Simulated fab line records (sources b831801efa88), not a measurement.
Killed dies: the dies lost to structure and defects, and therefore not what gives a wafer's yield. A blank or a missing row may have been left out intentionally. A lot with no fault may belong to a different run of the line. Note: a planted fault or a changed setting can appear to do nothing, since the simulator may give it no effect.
Code-filled problem report in 8D (eight disciplines) form | flow gf180mcu | the parts of the form that need people (team, actions taken, sign-off) are left out

1. PROBLEM STATEMENT
At GF_V5_ETCH_17, rfFwdPowerW averages 1735 W over 6 wafers from 2 lots, while fault-free wafers read 1493 W, standard deviation 4.7. That is +51 standard deviations from the usual mean.
The step: etches SiO2 in C4F8/O2/Ar, stops on TiN, target depth 855 nm.
Earliest sighting: wafer L313.3 on rieDiel-02 at day 28 06:00. Wafers with a number at this step in the record: 39, from 13 lots. Rule for "out" (also "out of limits"): further than 4 standard deviations from the usual mean. The rest of the wafers with a number are treated as sound.

2. WHAT IT IS AND WHAT IT IS NOT
question                    | is                     | is not
which readings at this step | rfFwdPowerW            | oesProductAu
which lots                  | L313, L316             | L308, L309, L312, L314, L315, L322, L323, L326, L327, L329, L331
which wafers of those lots  | all that have a number | -
read on which tools         | rieDiel-02             | rieDiel-01, rieDiel-03
when                        | from day 28 06:00      | up to then (9 sound wafers); but 24 sound wafers of L314, L315, L322, L323, L326, L327, L329, L331 came after

3. SUSPECTS, AND WHAT RULES EACH OUT
Counting: a tool stays on the suspect list if, at a process step up to the reading, it processed all lots that are out and no sound lot following the first of them.
- rieDiel-02 at GF_V5_ETCH_17 (etches SiO2 in C4F8/O2/Ar, stops on TiN, target depth 855 nm): ruled out as a lasting fault. Sound lots L329 ran on it after its first lot that is out, L313 (day 28 06:00).
Left after counting: nothing in the record.

4. THE CAUSE (what the simulator had put in)
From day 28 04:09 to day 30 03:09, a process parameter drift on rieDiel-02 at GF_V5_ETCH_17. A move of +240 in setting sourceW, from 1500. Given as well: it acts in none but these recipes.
Counting ruled it out, wrongly.

5. SEQUENCE OF EFFECTS, ordered by route
One row per reading whose mean, taken over the struck wafers that have a number, lies over 3 standard deviations from the usual. Readings are gone through only where the record gives a usual standard deviation; hours: the median, over the lots, of the time from a lot's start at the first step in this table giving one to that lot's start at this step; sigmas: the change measured in usual standard deviations.
hours | step          | reading     | usual  | on struck wafers | change | sigmas
0     | GF_V5_ETCH_17 | rfFwdPowerW | 1493 W | 1735             | +242   | +51
Here are the process steps it includes:
- GF_V5_ETCH_17: etches SiO2 in C4F8/O2/Ar, stops on TiN, target depth 855 nm.
Later steps that measure or inspect, where all struck wafers having a row at the step show a number for every such reading and not one has moved that far: GF_V5_THK_MEAS_25, GF_TOP_METAL_RS_MEAS_05.

6. WHAT WOULD HAVE CAUGHT IT SOONER
In this record the first reading out of limits was taken at day 28 06:00, 2 hours after the fault began at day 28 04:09.
